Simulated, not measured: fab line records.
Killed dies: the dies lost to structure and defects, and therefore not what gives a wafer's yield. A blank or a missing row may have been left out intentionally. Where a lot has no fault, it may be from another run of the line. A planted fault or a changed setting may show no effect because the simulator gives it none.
What tool caused it? | flow gf180mcu | Sampling: 6 lots, 18 wafers, 2 of 602 route steps

WHAT THE GAUGES SHOWED, per wafer
GF_V3_CD_MEAS_14: target cd 260 nm.
lot  | measured     | on        | cd nm (nm)
L381 | day 23 12:23 | cd sem-01 | 261.4 260.5 260.4
L383 | day 24 11:56 | cd sem-02 | 260.5 261.2 259.3
L385 | day 24 21:17 | cd sem-01 | 259.1 257.1 257.9
L392 | day 27 02:54 | cd sem-01 | 254.6 255.2 255.2
L395 | day 28 01:11 | cd sem-02 | 251.4 250.4 251.3
L401 | day 29 16:14 | cd sem-01 | 261.5 261.6 261.5

EACH LOT AND THE TOOL THAT RAN IT (in order: tool; ch and the chambers of the sampled wafers; start)
lot  | GF_V3_PEB_12
L381 | litho track-04 ch 0, day 23 12:02
L383 | litho track-03 ch 0, day 24 11:38
L385 | litho track-04 ch 0, day 24 20:56
L392 | litho track-01 ch 0, day 27 02:35
L395 | litho track-01 ch 0, day 28 00:50
L401 | litho track-04 ch 0, day 29 15:56
- GF_V3_PEB_12: peb time 90 s.

THE ANSWER, worked out from the rows above alone
Rule: the lots themselves supply what counts as usual. The widest of any qualifying gaps counts: lots, ordered by their means at a reading, are off when they make up no more than a third of the lots, leave a main group of 4 or more, and stand apart from it by 3 or more times the standard deviation of that group's means. The tables above print the reading to a certain number of digits; a main group whose means all agree to those digits is not used. A lot without any number at a reading at which 4 lots or more have one is off too. Where the step has rows for the other lots, those lots are counted as sound.
No lot is off at any reading shown: from this, nothing can be told.

WHAT WAS PUT IN BY THE SIMULATOR
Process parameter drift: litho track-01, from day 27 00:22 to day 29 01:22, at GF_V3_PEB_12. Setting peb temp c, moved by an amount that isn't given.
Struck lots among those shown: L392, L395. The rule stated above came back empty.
